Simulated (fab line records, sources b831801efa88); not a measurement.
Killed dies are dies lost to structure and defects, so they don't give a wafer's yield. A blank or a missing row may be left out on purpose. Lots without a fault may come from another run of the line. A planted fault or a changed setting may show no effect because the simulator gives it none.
fab line records | flow sky130
record lots=7 wafers=21 last_day=50
route steps=708 shown LDD_HVN@268 LDD_HVP@278 PAD_OPEN@708
lots that met no fault: from a run of the same line without faults
start_h: hours from the record's first day to the start of the lot's first wafer shown | wait_h: hours since the lot's step before | " the same as in the row above | L1.1+2: a row that stands for several wafers | - no value, or no start given | * or withheld: withheld | < > ~ a bound
route shown NAME@n: a module of which the file shows steps, and the number in the route of the first | usual: mean/standard deviation of fault-free wafers | same: alike in all rows | chamber/n: place in a boat | sites: the reading at each site | _std_site: their standard deviation | _edge_site: outer sites' mean less inner sites' | radius_mm: how far each site lies from the wafer's centre | mask NAME#n: copy n | behind: the tool/chamber that last shaped the wafer | hold: why the lot was held/for how many hours/how that ended | device: the transistor (n, p or np) that didn't switch | end of line: the same wafers' tests at the end of the route | a step without rows: its recipe alone | killed: dies lost to structure and defects at the first sort, not the wafer's yield | map: a wafer's dies, x killed, . not, _ none there
set.NAME: the setting as run; set.NAME@STEP: as run at that earlier step | model.NAME: the simulator's own value behind a step, which no gauge read
lots at some steps of the route; a table a step, a row a wafer
services: from which hour (start_h, from the record's first day; less than 0 if before it) a tool's chamber was out of use, for how many hours, and why
## steps
# step SKY_LDD_HVN_HMDS_01
# recipe prime_time_s=60 prime_temp_c=120
# step SKY_LDD_HVN_COAT_02
# recipe resist=NOVOLAK spin_rpm=3000 resist_thk_nm=300
# step SKY_LDD_HVN_SOFTBAKE_03
# recipe temp_c=90 time_s=60 resist=NOVOLAK
# step SKY_LDD_HVN_EXPOSE_04
# recipe mask_id=HVNTM na=0.6 source_shape=conventional sigma_outer=0.6 polarization=unpolarized target_cd_nm=700 dose_mj=127
# step SKY_LDD_HVN_PEB_05
# recipe temp_c=withheld time_s=* resist=NOVOLAK
# step SKY_LDD_HVN_DEVELOP_06
# recipe resist=NOVOLAK developer=TMAH develop_time_s=60 dev_temp_c=23
# step SKY_LDD_HVN_OVL_MEAS_07
# usual LDD_HVN_OVL=-0.7/1.7
# columns lot.wafer tool chamber start_h wait_h LDD_HVN_OVL[nm]
L328.2 overlay-02 - 508.63 0.1 -1.9
L328.4 " - " " -1.2
L328.5 " - " " -3.1
L331.4 overlay-01 - 522.31 0.1 0.2
L331.5 " - " " 0.1
L331.6 " - " " 1.1
L329.3 overlay-02 - 523.20 0.1 -0.6
L329.4 " - " " 0.2
L329.6 " - " " -2.2
L339.3 overlay-01 - 591.64 0.1 1.1
L339.5 " - " " -0.6
L339.6 " - " " -0.8
L341.2 overlay-02 - 621.79 0.1 0.3
L341.3 " - " " 0.7
L341.5 " - " " 0.2
L345.2 overlay-02 - 646.99 0.1 -0.8
L345.5 " - " " -0.8
L345.6 " - " " -3.4
L347.1 overlay-02 - 652.84 0.1 -0.4
L347.4 " - " " 0.6
L347.6 " - " " -1.3
# step SKY_LDD_HVN_IMPLANT_08
# recipe species=P energy_kev=60 dose_cm2=3.05e+13 tilt_deg=40
# step SKY_LDD_HVN_STRIP_09
# recipe chemistry=O2/N2 power_w=1400 pressure_mtorr=1500 platen_temp_c=withheld o2_flow_sccm=3000 n2_flow_sccm=300 overash_fraction=0.5
# usual drypump_motor_current_A=5.7/0.65 oes_product_au=0.408/0.005 strip_time_to_endpoint_s=4.135/0.016
# columns lot.wafer tool chamber start_h wait_h drypump_motor_current_A oes_product_au rf_hours_counter_h strip_time_to_endpoint_s
L328.2 plasma_asher-04 1 508.81 0.1 5.8 0.402 37 4.120
L328.4 " 0 " " 6.6 0.418 - 4.112
L328.5 " 0 " " 6.6 0.402 - 4.134
L331.4 plasma_asher-02 1 522.51 0.1 6.1 0.414 - 4.148
L331.5 " 1 " " 6.1 0.412 - 4.161
L331.6 " 0 " " 5.0 0.405 - 4.136
L329.3 plasma_asher-01 0 523.41 0.1 5.2 0.415 - 4.114
L329.4 " 1 " " 4.8 0.405 - 4.128
L329.6 " 1 " " 4.8 0.409 - 4.086
L339.3 plasma_asher-02 1 591.84 0.1 6.1 0.411 - 4.146
L339.5 " 1 " " 6.1 0.410 - 4.157
L339.6 " 0 " " 5.0 0.400 - 4.168
L341.2 plasma_asher-04 1 621.97 0.1 5.8 0.410 47 4.114
L341.3 " 1 " " 5.8 0.405 - 4.111
L341.5 " 0 " " 6.6 0.399 - 4.127
L345.2 plasma_asher-04 0 647.17 0.1 6.6 0.411 50 4.134
L345.5 " 1 " " 5.8 0.413 - 4.125
L345.6 " 0 " " 6.6 0.412 - 4.137
L347.1 plasma_asher-04 1 653.02 0.1 5.8 0.401 50 4.137
L347.4 " 0 " " 6.6 0.400 - 4.129
L347.6 " 0 " " 6.7 0.404 - 4.137
# step SKY_LDD_HVN_TW_MEAS_10
# usual LDD_HVN_TW=1438/12
# columns lot.wafer tool chamber start_h wait_h LDD_HVN_TW
L328.2 film_metro-01 - 508.92 0.1 1453
L328.4 " - " " 1446
L328.5 " - " " 1453
L331.4 film_metro-02 - 522.60 0.1 1437
L331.5 " - " " 1430
L331.6 " - " " 1426
L329.3 film_metro-04 - 523.49 0.1 1437
L329.4 " - " " 1433
L329.6 " - " " 1431
L339.3 film_metro-02 - 591.93 0.1 1431
L339.5 " - " " 1432
L339.6 " - " " 1436
L341.2 film_metro-02 - 622.08 0.1 1426
L341.3 " - " " 1424
L341.5 " - " " 1430
L345.2 film_metro-04 - 647.28 0.1 1445
L345.5 " - " " 1447
L345.6 " - " " 1451
L347.1 film_metro-02 - 653.12 0.1 1432
L347.4 " - " " 1435
L347.6 " - " " 1433
# step SKY_LDD_HVP_DEHYDRATE_00
# recipe temp_c=200 time_s=60
# step SKY_LDD_HVP_HMDS_01
# recipe prime_time_s=60 prime_temp_c=120
# step SKY_LDD_HVP_COAT_02
# recipe resist=NOVOLAK spin_rpm=3000 resist_thk_nm=300
# usual chill_plate_temp_C=22.98/0.1 dispense_pressure_kPa=50.0/0.77 exhaust_pa=45.0/0.9
# columns lot.wafer tool chamber start_h wait_h chill_plate_temp_C dispense_pressure_kPa exhaust_pa
L328.2 litho_track-04 - 524.11 0.1 - - -
L328.4 " - " " - - -
L328.5 " - " " - - -
L331.4 litho_track-03 - 537.46 0.1 - - -
L331.5 " - " " - - -
L331.6 " - " " - - -
L329.3 litho_track-03 - 538.04 0.1 - - -
L329.4 " - " " - - -
L329.6 " - " " - - -
L339.3 litho_track-02 0 605.96 0.1 23.14 48.8 45.2
L339.5 " 0 " " 23.03 48.8 44.2
L339.6 " 0 " " 23.06 48.8 44.8
L341.2 litho_track-04 0 635.96 0.1 22.94 50.8 46.2
L341.3 " 0 " " 22.82 50.8 47.4
L341.5 " 0 " " 22.98 50.7 46.4
L345.2 litho_track-03 0 660.66 0.1 22.98 49.8 45.0
L345.5 " 0 " " 22.96 49.8 44.6
L345.6 " 0 " " 22.93 49.9 43.8
L347.1 litho_track-02 0 667.01 0.1 23.16 48.8 46.2
L347.4 " 0 " " 22.94 48.8 45.8
L347.6 " 0 " " 23.06 48.8 45.0
# step SKY_LDD_HVP_SOFTBAKE_03
# recipe temp_c=90 time_s=60 resist=NOVOLAK
# step SKY_LDD_HVP_EXPOSE_04
# recipe mask_id=HVPTM na=0.6 source_shape=conventional sigma_outer=0.6 polarization=unpolarized target_cd_nm=700 dose_mj=86
# step SKY_LDD_HVP_PEB_05
# recipe temp_c=withheld time_s=* resist=NOVOLAK
# step SKY_LDD_HVP_DEVELOP_06
# recipe resist=NOVOLAK developer=TMAH develop_time_s=60 dev_temp_c=23
# step SKY_LDD_HVP_OVL_MEAS_07
# usual LDD_HVP_OVL=0.4/1.3
# columns lot.wafer tool chamber start_h wait_h LDD_HVP_OVL[nm]
L328.2 overlay-01 - 538.69 0.1 -
L328.4 " - " " -
L328.5 " - " " -
L331.4 overlay-02 - 553.08 0.1 -
L331.5 " - " " -
L331.6 " - " " -
L329.3 overlay-02 - 553.50 0.1 -
L329.4 " - " " -
L329.6 " - " " -
L339.3 overlay-02 - 620.72 0.1 1.7
L339.5 " - " " -0.7
L339.6 " - " " 0.7
L341.2 overlay-01 - 650.49 0.1 -1.2
L341.3 " - " " -1.1
L341.5 " - " " 0.7
L345.2 overlay-01 - 675.84 0.1 -0.9
L345.5 " - " " 1.5
L345.6 " - " " 0.2
L347.1 overlay-01 - 681.64 0.1 -1.7
L347.4 " - " " 0.0
L347.6 " - " " -0.8
# step SKY_LDD_HVP_IMPLANT_08
# recipe species=B energy_kev=20 dose_cm2=1.7e+13 tilt_deg=17.9
# step SKY_PAD_OPEN_PROBE_99
# usual killed_at_M0_to_M3=42/5.8 killed_at_M4_up=3.0/2 killed_at_contacts=24/5.5 killed_at_front_end=15/3.9 killed_at_other=0.3/0.54 killed_dies=85/8.8 killed_on_rim=16/3.7 killed_open=47/6.8 killed_short=38/5.9
# same gross_dies=492 killed_at_back_side=0
# columns lot.wafer tool chamber start_h wait_h hold killed_at_M0_to_M3 killed_at_M4_up killed_at_contacts killed_at_front_end killed_at_other killed_dies killed_on_rim killed_open killed_short
L328.2 prober-01 - 1113.64 0.1 await_dispo/2.6h/scrap 43 5 20 424 0 492 96 52 38
L328.4 prober-01 - 1113.74 0.2 await_dispo/2.6h/scrap 46 2 19 425 0 492 96 48 28
L328.5 prober-01 - 1113.79 0.2 await_dispo/2.6h/scrap 30 8 35 419 0 492 96 46 41
L329.3 prober-02 - 1120.43 0.2 await_dispo/1.2h/scrap 40 1 18 433 0 492 96 27 47
L329.4 prober-02 - 1120.48 0.2 await_dispo/1.2h/scrap 48 2 24 418 0 492 96 48 51
L329.6 prober-02 - 1120.58 0.2 await_dispo/1.2h/scrap 38 1 23 430 0 492 96 45 34
L331.4 prober-02 - 1125.57 0.2 await_dispo/2.0h/scrap 35 7 17 433 0 492 96 38 36
L331.5 prober-02 - 1125.62 0.2 await_dispo/2.0h/scrap 40 3 32 417 0 492 96 52 38
L331.6 prober-02 - 1125.67 0.2 await_dispo/2.0h/scrap 32 1 23 436 0 492 96 39 26
L339.3 prober-02 - 1165.07 0.2 - 44 6 15 11 0 76 11 42 34
L339.5 prober-02 - 1165.17 0.2 - 37 3 33 14 1 88 14 46 42
L339.6 prober-02 - 1165.22 0.2 - 44 3 20 16 0 83 14 42 41
L341.2 prober-01 - 1185.12 0.1 - 43 1 21 19 1 85 17 46 39
L341.3 prober-01 - 1185.17 0.2 - 57 7 15 19 0 98 24 53 45
L341.5 prober-01 - 1185.27 0.2 - 40 1 19 19 1 80 12 44 35
L345.2 prober-02 - 1197.06 0.1 - 42 2 27 11 0 82 16 48 34
L345.5 prober-02 - 1197.21 0.2 - 42 2 20 14 0 78 21 36 42
L345.6 prober-02 - 1197.26 0.2 - 36 5 22 11 0 74 16 40 33
L347.1 prober-01 - 1201.43 0.1 - 37 3 16 17 0 73 15 35 33
L347.4 prober-01 - 1201.58 0.2 - 33 4 27 11 0 75 10 33 40
L347.6 prober-01 - 1201.68 0.2 - 33 6 23 20 0 82 9 49 32
# killed by level:class
L328.2 LDD_HVP:area_expose=402 VIA1:geometric_particle:open=13 CONTACT:geometric_particle:open=10 FIELD_ISO:geometric_particle:short=7 VIA2:geometric_particle:open=6 METAL2:geometric_particle:short=6 VIA1:geometric_particle:short=5 METAL4:geometric_particle:short=4
L328.4 LDD_HVP:area_expose=416 VIA1:geometric_particle:open=13 CONTACT:geometric_particle:open=11 VIA3:geometric_particle:open=7 VIA2:geometric_particle:open=6 METAL3:geometric_particle:short=5 LI_CONTACT:geometric_particle:open=4 METAL1:geometric_particle:short=4
L328.5 LDD_HVP:area_expose=405 CONTACT:geometric_particle:open=17 LI_CONTACT:geometric_particle:open=7 METAL1:geometric_particle:short=6 VIA1:geometric_particle:open=6 METAL4:geometric_particle:short=6 CONTACT:geometric_particle:short=5 POLY_GATE:geometric_particle:short=4
L329.3 LDD_HVP:area_expose=418 FIELD_ISO:geometric_particle:short=9 METAL2:geometric_particle:short=7 METAL1:geometric_particle:short=7 CONTACT:geometric_particle:short=5 VIA1:geometric_particle:open=5 VIA2:geometric_particle:short=5 LI_CONTACT:geometric_particle:open=4
L329.4 LDD_HVP:area_expose=393 VIA2:geometric_particle:open=9 VIA1:geometric_particle:open=8 VIA1:geometric_particle:short=7 POLY_GATE:geometric_particle:open=6 CONTACT:geometric_particle:open=6 CONTACT:geometric_particle:short=6 VIA3:geometric_particle:open=6
L329.6 LDD_HVP:area_expose=413 VIA1:geometric_particle:open=9 VIA3:geometric_particle:open=8 FIELD_ISO:geometric_particle:open=6 LOCAL_INTERCONNECT:geometric_particle:short=6 CONTACT:geometric_particle:open=6 VIA1:geometric_particle:short=6 POLY_GATE:geometric_particle:open=5
L331.4 LDD_HVP:area_expose=418 VIA1:geometric_particle:open=9 VIA3:geometric_particle:open=8 CONTACT:geometric_particle:open=7 LI_CONTACT:geometric_particle:open=6 METAL4:geometric_particle:short=6 FIELD_ISO:geometric_particle:short=5 POLY_GATE:geometric_particle:short=5
L331.5 LDD_HVP:area_expose=402 LI_CONTACT:geometric_particle:open=12 VIA1:geometric_particle:open=11 CONTACT:geometric_particle:open=8 METAL2:geometric_particle:short=6 POLY_GATE:geometric_particle:open=5 CONTACT:geometric_particle:short=5 VIA2:geometric_particle:open=4
L331.6 LDD_HVP:area_expose=427 CONTACT:geometric_particle:open=9 VIA2:geometric_particle:open=8 LI_CONTACT:geometric_particle:open=7 VIA1:geometric_particle:open=7 METAL1:geometric_particle:short=6 LOCAL_INTERCONNECT:geometric_particle:short=5 POLY_GATE:geometric_particle:open=4
L339.3 VIA1:geometric_particle:open=13 METAL2:geometric_particle:short=8 VIA3:geometric_particle:open=7 LI_CONTACT:geometric_particle:open=6 CONTACT:geometric_particle:open=5 METAL3:geometric_particle:short=5 METAL1:geometric_particle:short=3 SPACER:geometric_particle:short=3
L339.5 CONTACT:geometric_particle:open=11 VIA1:geometric_particle:open=11 LI_CONTACT:geometric_particle:open=8 LI_CONTACT:geometric_particle:short=6 VIA1:geometric_particle:short=6 LOCAL_INTERCONNECT:geometric_particle:short=5 METAL2:geometric_particle:short=4 FIELD_ISO:geometric_particle:short=3
L339.6 CONTACT:geometric_particle:open=12 METAL2:geometric_particle:short=8 VIA3:geometric_particle:open=7 VIA2:geometric_particle:open=6 FIELD_ISO:geometric_particle:open=5 VIA1:geometric_particle:open=5 VIA3:geometric_particle:short=5 METAL1:geometric_particle:short=5
L341.2 VIA2:geometric_particle:open=10 CONTACT:geometric_particle:open=8 VIA1:geometric_particle:short=6 VIA1:geometric_particle:open=6 METAL2:geometric_particle:short=6 VIA3:geometric_particle:open=6 POLY_GATE:geometric_particle:short=5 LI_CONTACT:geometric_particle:open=5
L341.3 VIA1:geometric_particle:open=17 METAL2:geometric_particle:short=8 METAL4:geometric_particle:short=7 CONTACT:geometric_particle:open=7 METAL1:geometric_particle:short=6 FIELD_ISO:geometric_particle:open=5 VIA3:geometric_particle:open=5 POLY_GATE:geometric_particle:short=4
L341.5 VIA1:geometric_particle:open=8 CONTACT:geometric_particle:open=7 VIA3:geometric_particle:open=7 FIELD_ISO:geometric_particle:open=6 LI_CONTACT:geometric_particle:open=6 METAL3:geometric_particle:short=5 VIA1:geometric_particle:short=4 METAL2:geometric_particle:short=4
L345.2 LI_CONTACT:geometric_particle:open=11 VIA1:geometric_particle:open=10 VIA2:geometric_particle:open=7 LI_CONTACT:geometric_particle:short=5 VIA2:geometric_particle:short=5 VIA3:geometric_particle:open=5 FIELD_ISO:geometric_particle:open=4 LOCAL_INTERCONNECT:geometric_particle:short=4
L345.5 METAL2:geometric_particle:short=10 VIA2:geometric_particle:open=9 CONTACT:geometric_particle:open=6 METAL1:geometric_particle:short=6 VIA1:geometric_particle:open=6 FIELD_ISO:geometric_particle:short=5 CONTACT:geometric_particle:short=5 POLY_GATE:geometric_particle:open=4
L345.6 LI_CONTACT:geometric_particle:open=8 CONTACT:geometric_particle:open=8 VIA1:geometric_particle:open=6 VIA3:geometric_particle:open=6 CONTACT:geometric_particle:short=5 METAL1:geometric_particle:short=5 FIELD_ISO:geometric_particle:open=4 METAL2:geometric_particle:short=4
L347.1 VIA1:geometric_particle:open=12 VIA1:geometric_particle:short=8 FIELD_ISO:geometric_particle:open=5 NWELL:coat_microbubble_printed=5 METAL2:geometric_particle:short=5 FIELD_ISO:geometric_particle:short=4 LI_CONTACT:geometric_particle:open=4 CONTACT:geometric_particle:short=4
L347.4 CONTACT:geometric_particle:open=7 LI_CONTACT:geometric_particle:open=6 VIA1:geometric_particle:open=6 LI_CONTACT:geometric_particle:short=5 CONTACT:geometric_particle:short=5 METAL1:geometric_particle:short=5 METAL2:geometric_particle:short=5 METAL4:geometric_particle:short=4
L347.6 LI_CONTACT:geometric_particle:open=10 VIA1:geometric_particle:open=10 CONTACT:geometric_particle:open=8 FIELD_ISO:geometric_particle:open=7 METAL2:geometric_particle:short=7 METAL4:geometric_particle:short=5 FIELD_ISO:geometric_particle:short=4 VIA2:geometric_particle:open=4
# map L328.2 (x killed, . not)
__________xxxxxxxxxx_________
________xxxxxxxxxxxxxx_______
______xxxxxxxxxxxxxxxxxx_____
_____xxxxxxxxxxxxxxxxxxxx____
____xxxxxxxxxxxxxxxxxxxxxx___
___xxxxxxxxxxxxxxxxxxxxxxxx__
__xxxxxxxxxxxxxxxxxxxxxxxxxx_
_xxxxxxxxxxxxxxxxxxxxxxxxxxxx
_xxxxxxxxxxxxxxxxxxxxxxxxxxxx
_xxxxxxxxxxxxxxxxxxxxxxxxxxxx
_xxxxxxxxxxxxxxxxxxxxxxxxxxxx
_xxxxxxxxxxxxxxxxxxxxxxxxxxxx
_xxxxxxxxxxxxxxxxxxxxxxxxxxxx
_xxxxxxxxxxxxxxxxxxxxxxxxxxxx
_xxxxxxxxxxxxxxxxxxxxxxxxxxxx
__xxxxxxxxxxxxxxxxxxxxxxxxxx_
___xxxxxxxxxxxxxxxxxxxxxxxx__
____xxxxxxxxxxxxxxxxxxxxxx___
_____xxxxxxxxxxxxxxxxxxxx____
______xxxxxxxxxxxxxxxxxx_____
________xxxxxxxxxxxxxx_______
__________xxxxxxxxxx_________
# map L329.3 (x killed, . not)
__________xxxxxxxxxx_________
________xxxxxxxxxxxxxx_______
______xxxxxxxxxxxxxxxxxx_____
_____xxxxxxxxxxxxxxxxxxxx____
____xxxxxxxxxxxxxxxxxxxxxx___
___xxxxxxxxxxxxxxxxxxxxxxxx__
__xxxxxxxxxxxxxxxxxxxxxxxxxx_
_xxxxxxxxxxxxxxxxxxxxxxxxxxxx
_xxxxxxxxxxxxxxxxxxxxxxxxxxxx
_xxxxxxxxxxxxxxxxxxxxxxxxxxxx
_xxxxxxxxxxxxxxxxxxxxxxxxxxxx
_xxxxxxxxxxxxxxxxxxxxxxxxxxxx
_xxxxxxxxxxxxxxxxxxxxxxxxxxxx
_xxxxxxxxxxxxxxxxxxxxxxxxxxxx
_xxxxxxxxxxxxxxxxxxxxxxxxxxxx
__xxxxxxxxxxxxxxxxxxxxxxxxxx_
___xxxxxxxxxxxxxxxxxxxxxxxx__
____xxxxxxxxxxxxxxxxxxxxxx___
_____xxxxxxxxxxxxxxxxxxxx____
______xxxxxxxxxxxxxxxxxx_____
________xxxxxxxxxxxxxx_______
__________xxxxxxxxxx_________
## services
# columns tool chamber start_h hours kind
plasma_asher-04 - 529.17 3.9 repair
plasma_asher-01 - 594.66 3.3 repair
plasma_asher-01 - 652.99 6.3 repair
## key
first_sign step=SKY_LDD_HVP_COAT_02 reading=tool_record direction=missing
effect step=SKY_LDD_HVP_OVL_MEAS_07 reading=LDD_HVP_OVL direction=missing
effect step=SKY_PAD_OPEN_PROBE_99 reading=killed_at_front_end direction=up sigmas=99+ usual=15 struck=426
more_kills_born_at SKY_LDD_HVP_EXPOSE_04@iline_stepper-01=2470 SKY_LDD_HVP_EXPOSE_04@iline_stepper-02=1224
met_at SKY_LDD_HVP_COAT_02
struck_wafers L328.2,L328.4,L328.5,L329.3,L329.4,L329.6,L331.4,L331.5,L331.6
tester_left_out L328,L329,L331
fault kind=skipped_step_whole tool=litho_track-03,litho_track-04 chamber=- onset_h=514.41 steps=SKY_LDD_HVP_COAT_02 scope=struck_lots_only
# tester_left_out: of these lots the tester's yield and bins aren't shown, on N5 and GAA mostly nor the transistor test; their killed dies are dies lost to structure and defects alone, not to doping, threshold or leakage, so they don't give the yield
